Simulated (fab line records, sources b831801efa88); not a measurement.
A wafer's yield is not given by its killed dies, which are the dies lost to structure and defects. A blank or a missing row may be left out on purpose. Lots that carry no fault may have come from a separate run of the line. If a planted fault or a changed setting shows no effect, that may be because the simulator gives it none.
A lot that was struck, set against a sound lot    flow gf180mcu    14 steps out of a route of 602
Sound: wafers L930.2, L930.3, L930.6. Wafers struck: L934.1, L934.3, L934.4. The cause comes at the end.
At each step with rows: each side's tool, then ch and its chambers, then its first start. Under that, the readings that differ: sound wafers    struck wafers    difference of the means    sigmas: that difference in standard deviations of wafers without a fault.
alike: words and numbers the same on both sides, and readings whose means are apart by under 2 such deviations; not compared: readings that were withheld, readings missing a value for some wafer, numbers with overlapping values and no deviation given by the record, and bounds like >300 which may hide the same value.
A row with sigmas, a row that says differs or no value, or rows on one side alone: a step with any of these is where the two part. Non-overlapping numbers with no deviation appear without sigmas and do not part them. Lack of a reading on every wafer of one side parts them only where that side has two or more wafers.

first, 1 step without rows for these wafers: GF_CONTACT_CVD_00 (deposits SiO2, target thk 300 nm, time 50 s).
GF_CONTACT_THK_MEAS_01:
  sound on filmMetro-04 at day 17 04:41; struck on filmMetro-04 at day 18 16:42
  alike: CONTACT_CVD_00_THK
GF_CONTACT_CVD_02: deposits SiO2 from TEOS, target thk 860 nm, time 95.992 s.
  sound on pecvd-04 ch 0,1, day 17 04:44; struck on pecvd-03 ch 0,1,2, day 18 16:46
  alike: heaterPowerW
GF_CONTACT_THK_MEAS_03:
  sound on filmMetro-01 at day 17 04:49; struck on filmMetro-02 at day 18 16:50
reading                  sound        struck       difference  sigmas
CONTACT_CVD_02_THK (nm)  854 840 860  868 863 891  +23         +2
GF_CONTACT_CMP_04: polishes SiO2.
  sound on cmp-02 ch 1,2, day 17 04:52; struck on cmp-01 ch 0,1,2, day 18 16:56
reading              sound        struck       difference  sigmas
timeToEndpointS (s)  107 104 114  118 117 124  +11         +2
  alike: motorCurrentA
GF_CONTACT_BOW_MEAS_05:
  sound on filmMetro-01 at day 17 05:11; struck on filmMetro-01 at day 18 17:11
  alike: CONTACT_BOW
then, 6 steps without rows for these wafers: GF_CONTACT_DEHYDRATE_06 (time 60 s); GF_CONTACT_HMDS_07 (prime time 60 s); GF_CONTACT_COAT_08; GF_CONTACT_COAT_09 (resist thk 1000 nm); GF_CONTACT_SOFTBAKE_10 (time 60 s); GF_CONTACT_EXPOSE_11 (exposes mask Contact, target cd 220 nm).
GF_CONTACT_PEB_12: peb time 90 s.
  struck on lithoTrack-02, day 19 17:37; sound on lithoTrack-01 ch 0, day 18 04:26
  no value came back on the struck wafers for chillPlateTempC (C), exhaustPa (Pa); on the sound wafers chillPlateTempC (C) reads 22.77 22.77 22.80
then, 1 step without rows for these wafers: GF_CONTACT_DEVELOP_13 (develop time 60 s).

== WHERE THEY PART ==
Last at GF_CONTACT_PEB_12 as far as this record goes, first at GF_CONTACT_THK_MEAS_03.

WHY: what had been put in by the simulator
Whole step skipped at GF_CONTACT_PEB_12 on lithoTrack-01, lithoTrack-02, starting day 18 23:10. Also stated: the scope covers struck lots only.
